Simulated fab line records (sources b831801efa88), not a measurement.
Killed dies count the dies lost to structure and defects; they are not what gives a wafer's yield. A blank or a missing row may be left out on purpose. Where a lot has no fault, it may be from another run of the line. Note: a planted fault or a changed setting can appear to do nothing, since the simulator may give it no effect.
Which tool was responsible? :: flow sfq line :: Sampling: 7 lots, 21 wafers, 2 of 325 route steps

## WHAT THE GAUGES SHOWED, per wafer
SFQ_R5_THK_MEAS_934: measures by xrf.
lot: L352
measured: day 43 18:07
on: film metro-02
R5_MONX_THK (nm): 39.7 39.7 39.6

lot: L354
measured: day 45 03:24
on: film metro-02
R5_MONX_THK (nm): 40.1 39.7 39.6

lot: L358
measured: day 46 06:25
on: film metro-01
R5_MONX_THK (nm): 40.5 39.8 40.1

lot: L360
measured: day 48 07:45
on: film metro-02
R5_MONX_THK (nm): 39.0 39.8 39.5

lot: L362
measured: day 51 00:25
on: film metro-03
R5_MONX_THK (nm): 39.2 39.3 39.0

lot: L368
measured: day 55 08:59
on: film metro-02
R5_MONX_THK (nm): 39.5 40.1 39.7

lot: L371
measured: day 57 08:33
on: film metro-02
R5_MONX_THK (nm): 40.1 40.5 39.8

## WHAT TOOL EACH LOT RAN ON (gives the tool, then ch and the chambers of the sampled wafers, and finally the start)
lot: L352
SFQ_TRILAYER_R5_DEP_SPUTTER_134: pvd sputter-06, day 43 17:57

lot: L354
SFQ_TRILAYER_R5_DEP_SPUTTER_134: pvd sputter-04, day 45 03:16

lot: L358
SFQ_TRILAYER_R5_DEP_SPUTTER_134: pvd sputter-05, day 46 06:16

lot: L360
SFQ_TRILAYER_R5_DEP_SPUTTER_134: pvd sputter-06, day 48 07:37

lot: L362
SFQ_TRILAYER_R5_DEP_SPUTTER_134: pvd sputter-06, day 51 00:17

lot: L368
SFQ_TRILAYER_R5_DEP_SPUTTER_134: pvd sputter-06, day 55 08:50

lot: L371
SFQ_TRILAYER_R5_DEP_SPUTTER_134: pvd sputter-04, day 57 08:25
- SFQ_TRILAYER_R5_DEP_SPUTTER_134: material Ti, target thk 5 nm, time 5 s.

## THE ANSWER, worked out from the rows above alone
Rule: the usual values come from the lots themselves. Put in order of their means at a reading, lots are off if they are a third of the lots or fewer, leave a main group of 4 or more, and stand apart from it by a gap of 3 or more times the standard deviation of the main group's means; of several such gaps the widest counts. The tables above print the reading to a certain number of digits; a main group whose means all agree to those digits is not used. A lot without any number at a reading at which 4 lots or more have one is off too. Where the step has rows for the other lots, those lots are counted as sound.
Across all readings shown, no lot is off: no conclusion can be drawn from this.

## WHAT WAS PUT IN BY THE SIMULATOR
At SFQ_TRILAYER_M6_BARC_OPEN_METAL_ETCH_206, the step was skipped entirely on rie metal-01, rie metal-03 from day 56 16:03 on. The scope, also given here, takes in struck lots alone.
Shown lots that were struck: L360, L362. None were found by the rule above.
